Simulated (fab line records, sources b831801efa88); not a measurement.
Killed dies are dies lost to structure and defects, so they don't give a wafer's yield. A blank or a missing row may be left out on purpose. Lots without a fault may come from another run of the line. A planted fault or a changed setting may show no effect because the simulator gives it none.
fab line records | flow sky130
record lots=13 wafers=37 last_day=50
route steps=708 shown NWELL@78 VT_ADJUST_HVTP@96 VT_ADJUST_LVTN@116 VT_ADJUST_NCORE@126
lots that met no fault: from a run of the same line without faults
start_h: hours from the record's first day to the start of the lot's first wafer shown | wait_h: hours since the lot's step before | " the same as in the row above | L1.1+2: a row that stands for several wafers | - no value, or no start given | * or withheld: withheld | < > ~ a bound
route shown NAME@n: a module of which the file shows steps, and the number in the route of the first | usual: mean/standard deviation of fault-free wafers | same: alike in all rows | chamber/n: place in a boat | sites: the reading at each site | _std_site: their standard deviation | _edge_site: outer sites' mean less inner sites' | radius_mm: how far each site lies from the wafer's centre | mask NAME#n: copy n | behind: the tool/chamber that last shaped the wafer | hold: why the lot was held/for how many hours/how that ended | device: the transistor (n, p or np) that didn't switch | end of line: the same wafers' tests at the end of the route | a step without rows: its recipe alone | killed: dies lost to structure and defects at the first sort, not the wafer's yield | map: a wafer's dies, x killed, . not, _ none there
set.NAME: the setting as run; set.NAME@STEP: as run at that earlier step | model.NAME: the simulator's own value behind a step, which no gauge read
steps of the route over a sample of lots; a table a step, a row a wafer
services: from which hour (start_h, from the record's first day; less than 0 if before it) a tool's chamber was out of use, for how many hours, and why
## steps
# step SKY_NWELL_STRIP_25
# recipe chemistry=O2/N2 power_w=1400 pressure_mtorr=1500 platen_temp_c=withheld o2_flow_sccm=3000 n2_flow_sccm=300 overash_fraction=0.5
# usual drypump_motor_current_A=5.31/0.25 oes_product_au=0.722/0.0047 strip_time_to_endpoint_s=36.89/0.093
# same overash_fraction=0.5
# columns lot.wafer tool chamber start_h wait_h drypump_motor_current_A oes_product_au rf_hours_counter_h strip_time_to_endpoint_s
L272.1 plasma_asher-02 0 100.71 0.1 5.62 0.719 41 36.94
L272.2 " 1 " " 5.13 0.719 41 36.83
L272.3 " 0 " " 5.61 0.721 - 36.89
L273.3 plasma_asher-03 0 107.37 0.1 5.44 0.722 - 36.87
L273.5 " 1 " " 4.98 0.722 - 36.94
L273.6 " 0 " " 5.45 0.725 - 36.88
L274.1 plasma_asher-02 0 120.93 0.1 5.64 0.723 44 36.89
L274.2 " 1 " " 5.14 0.728 44 36.88
L274.6 " 1 " " 5.17 0.727 - 36.86
L275.2 plasma_asher-01 1 125.18 0.1 5.57 0.729 43 36.87
L275.4 " 1 " " 5.55 0.727 - 36.89
L275.6 " 1 " " 5.55 0.721 - 36.80
L276.3 plasma_asher-03 0 132.96 0.1 5.45 0.715 - 36.96
L276.4 " 1 " " 4.97 0.720 - 36.93
L276.6 " 1 " " 4.95 0.718 - 36.80
L277.2 plasma_asher-01 0 137.11 0.1 5.15 0.718 45 36.86
L277.3 " 0 " " 5.15 0.721 - 36.75
L277.5 " 1 " " 5.55 0.724 - 36.93
L279.1 plasma_asher-01 0 145.74 0.1 5.14 0.724 45 36.89
L279.4 " 0 " " 5.15 0.720 - 36.91
L279.5 " 1 " " 5.55 0.725 - 36.76
L283.3 plasma_asher-01 0 172.79 0.1 5.14 0.720 - 36.92
L283.4 " 1 " " 5.56 0.716 - 36.80
L283.6 " 1 " " 5.55 0.717 - 36.86
L284.1 plasma_asher-01 0 176.53 0.1 5.14 0.720 48 36.98
L284.4 " 1 " " 5.54 0.726 - 36.98
L284.6 " 1 " " 5.55 0.722 - 36.88
L285.1 plasma_asher-01 0 180.68 0.1 5.15 0.716 49 36.68
L285.3 " 1 " " 5.56 0.722 - 36.75
L285.6 " 0 " " 5.16 0.718 - 36.65
L292.1 plasma_asher-02 1 225.08 0.1 5.14 0.728 54 37.07
L292.4 " 1 " " 5.13 0.717 - 36.94
L293.1 plasma_asher-02 1 230.86 0.1 5.14 0.728 54 36.96
L293.5 " 0 " " 5.65 0.723 - 36.91
L293.6 " 1 " " 5.12 0.721 - 36.99
L295.1 plasma_asher-03 1 242.56 0.1 4.95 0.713 12 37.01
L295.4 " 0 " " 5.46 0.719 - 37.07
# step SKY_VT_ADJUST_HVTP_TW_MEAS_11
# usual VT_ADJUST_HVTP_TW=1346/14
# columns lot.wafer tool chamber start_h wait_h VT_ADJUST_HVTP_TW
L272.1 film_metro-01 - 120.20 0.1 1332
L272.2 " - " " 1331
L272.3 " - " " 1333
L273.3 film_metro-04 - 126.37 0.1 1358
L273.5 " - " " 1359
L273.6 " - " " 1359
L274.1 film_metro-01 - 140.71 0.1 1334
L274.2 " - " " 1336
L274.6 " - " " 1334
L275.2 film_metro-04 - 144.66 0.1 1356
L275.4 " - " " 1357
L275.6 " - " " 1349
L276.3 film_metro-04 - 153.52 0.1 1351
L276.4 " - " " 1347
L276.6 " - " " 1351
L277.2 film_metro-04 - 157.86 0.1 1351
L277.3 " - " " 1358
L277.5 " - " " 1357
L279.1 film_metro-03 - 166.25 0.1 1350
L279.4 " - " " 1349
L279.5 " - " " 1344
L283.3 film_metro-04 - 195.22 0.1 1356
L283.4 " - " " 1351
L283.6 " - " " 1354
L284.1 film_metro-01 - 199.40 0.1 1347
L284.4 " - " " 1334
L284.6 " - " " 1338
L285.1 film_metro-01 - 203.25 0.1 1331
L285.3 " - " " 1333
L285.6 " - " " 1335
L292.1 film_metro-03 - 249.01 0.1 1350
L292.4 " - " " 1363
L293.1 film_metro-03 - 254.90 0.1 1359
L293.5 " - " " 1360
L293.6 " - " " 1360
L295.1 film_metro-03 - 267.35 0.1 1348
L295.4 " - " " 1348
# step SKY_VT_ADJUST_LVTN_IMPLANT_19
# recipe species=B energy_kev=30 dose_cm2=6.5e+11 tilt_deg=withheld
# usual faraday_current_uA=3.67/0.08
# same implant_ion_amu=11
# columns lot.wafer tool chamber start_h wait_h faraday_current_uA
L272.1 implanter-02 0 158.38 0.0 3.66
L272.2 " 0 " " 3.46
L272.3 " 0 " " 3.66
L273.3 implanter-03 0 164.98 0.1 3.67
L273.5 " 0 " " 3.62
L273.6 " 0 " " 3.64
L274.1 implanter-02 0 181.11 0.0 3.77
L274.2 " 0 " " 3.72
L274.6 " 0 " " 3.68
L275.2 implanter-02 0 185.53 0.0 3.69
L275.4 " 0 " " 3.68
L275.6 " 0 " " 3.59
L276.3 implanter-04 0 195.01 0.1 3.76
L276.4 " 0 " " 3.53
L276.6 " 0 " " 3.75
L277.2 implanter-04 0 200.06 0.0 3.65
L277.3 " 0 " " 3.61
L277.5 " 0 " " 3.76
L279.1 implanter-02 0 208.76 0.0 3.74
L279.4 " 0 " " 3.64
L279.5 " 0 " " 3.70
L283.3 implanter-02 0 237.16 0.1 3.70
L283.4 " 0 " " 3.57
L283.6 " 0 " " 3.56
L284.1 implanter-02 0 243.38 0.0 3.77
L284.4 " 0 " " 3.77
L284.6 " 0 " " 3.62
L285.1 implanter-02 0 247.63 0.1 3.73
L285.3 " 0 " " 3.63
L285.6 " 0 " " 3.74
L292.1 implanter-02 0 297.86 0.0 3.56
L292.4 " 0 " " 3.77
L293.1 implanter-02 0 303.96 0.0 3.68
L293.5 " 0 " " 3.74
L293.6 " 0 " " 3.77
L295.1 implanter-02 0 315.63 0.0 3.81
L295.4 " 0 " " 3.55
# step SKY_VT_ADJUST_LVTN_TW_MEAS_21
# usual VT_ADJUST_LVTN_2_TW=186.2/1.4
# columns lot.wafer tool chamber start_h wait_h VT_ADJUST_LVTN_2_TW
L272.1 film_metro-02 - 158.63 0.1 186.6
L272.2 " - " " 185.8
L272.3 " - " " 185.5
L273.3 film_metro-01 - 165.20 0.1 184.4
L273.5 " - " " 185.5
L273.6 " - " " 186.5
L274.1 film_metro-01 - 181.36 0.1 184.3
L274.2 " - " " 183.8
L274.6 " - " " 184.3
L275.2 film_metro-02 - 185.77 0.1 184.5
L275.4 " - " " 186.0
L275.6 " - " " 185.7
L276.3 film_metro-03 - 195.23 0.1 187.6
L276.4 " - " " 187.3
L276.6 " - " " 186.8
L277.2 film_metro-03 - 200.29 0.1 187.9
L277.3 " - " " 187.0
L277.5 " - " " 187.1
L279.1 film_metro-01 - 209.01 0.1 185.0
L279.4 " - " " 184.9
L279.5 " - " " 185.6
L283.3 film_metro-02 - 237.38 0.1 186.3
L283.4 " - " " 186.6
L283.6 " - " " 187.4
L284.1 film_metro-02 - 243.63 0.1 186.0
L284.4 " - " " 186.0
L284.6 " - " " 187.0
L285.1 film_metro-03 - 247.88 0.1 188.4
L285.3 " - " " 188.5
L285.6 " - " " 189.2
L292.1 film_metro-01 - 298.11 0.1 173.7
L292.4 " - " " 174.4
L293.1 film_metro-02 - 304.21 0.1 175.6
L293.5 " - " " 186.9
L293.6 " - " " 187.5
L295.1 film_metro-03 - 315.88 0.1 176.1
L295.4 " - " " 176.0
# step SKY_VT_ADJUST_NCORE_CD_MEAS_07
# recipe target_cd_nm=380
# usual cd_nm=379.7/2.2
# columns lot.wafer tool chamber start_h wait_h cd_nm
L272.1 cd_sem-01 - 179.52 0.1 376.7
L272.2 " - " " 379.2
L272.3 " - " " 380.0
L273.3 cd_sem-02 - 186.41 0.1 379.6
L273.5 " - " " 380.2
L273.6 " - " " 379.3
L274.1 cd_sem-02 - 202.97 0.1 379.7
L274.2 " - " " 378.7
L274.6 " - " " 378.5
L275.2 cd_sem-02 - 207.26 0.1 378.1
L275.4 " - " " 380.9
L275.6 " - " " 377.2
L276.3 cd_sem-01 - 215.78 0.1 381.6
L276.4 " - " " 382.4
L276.6 " - " " 382.0
L277.2 cd_sem-01 - 221.16 0.1 376.9
L277.3 " - " " 378.2
L277.5 " - " " 378.5
L279.1 cd_sem-01 - 230.54 0.1 384.4
L279.4 " - " " 386.4
L279.5 " - " " 383.8
L283.3 cd_sem-02 - 260.41 0.1 379.3
L283.4 " - " " 379.4
L283.6 " - " " 381.5
L284.1 cd_sem-02 - 267.29 0.1 383.8
L284.4 " - " " 384.3
L284.6 " - " " 383.2
L285.1 cd_sem-01 - 271.79 0.1 381.6
L285.3 " - " " 380.5
L285.6 " - " " 377.5
L292.1 cd_sem-02 - 323.19 0.1 379.5
L292.4 " - " " 377.6
L293.1 cd_sem-02 - 330.04 0.1 379.2
L293.5 " - " " 379.4
L293.6 " - " " 380.6
L295.1 cd_sem-02 - 341.69 0.1 378.7
L295.4 " - " " 377.8
## services
# columns tool chamber start_h hours kind
implanter-04 - 87.89 3.6 pm
implanter-02 - 95.36 3.8 repair
plasma_asher-03 - 102.17 2.3 repair
plasma_asher-03 - 108.75 9.0 pm
plasma_asher-03 0 108.75 9.0 vent_cycle
plasma_asher-03 1 108.75 9.0 vent_cycle
plasma_asher-03 0 117.75 - clean
plasma_asher-03 1 117.75 - clean
implanter-03 - 139.09 3.8 repair
implanter-03 - 182.30 5.0 repair
implanter-03 - 190.45 2.6 repair
implanter-04 - 246.13 1.7 repair
plasma_asher-01 - 249.75 5.9 repair
implanter-04 - 252.74 2.0 repair
implanter-03 - 279.67 8.0 pm
plasma_asher-03 - 285.26 2.8 pm
implanter-02 - 290.90 5.0 pm
plasma_asher-01 - 311.74 1.2 repair
## key
first_sign step=SKY_VT_ADJUST_LVTN_TW_MEAS_21 reading=VT_ADJUST_LVTN_2_TW direction=down sigmas=8.1 usual=186.2 struck=175.2
effect none on later readings
met_at SKY_VT_ADJUST_LVTN_IMPLANT_19
struck_lots L292,L293,L295
struck_wafers L292.1,L292.4,L293.1,L295.1,L295.4
tester_left_out L292,L293,L295
not_acting_at SKY_NWELL_STRIP_25,SKY_VT_ADJUST_HVTP_TW_MEAS_11,SKY_VT_ADJUST_NCORE_CD_MEAS_07
onset_between 247.63 297.86
fault kind=process_parameter_drift tool=implanter-02 chamber=- onset_h=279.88 steps=SKY_VT_ADJUST_LVTN_IMPLANT_19 channel=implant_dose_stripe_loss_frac offset=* shape=step end_h=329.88 scope=struck_wafers_only
# tester_left_out: of these lots the tester's yield and bins aren't shown, on N5 and GAA mostly nor the transistor test; their killed dies are dies lost to structure and defects alone, not to doping, threshold or leakage, so they don't give the yield
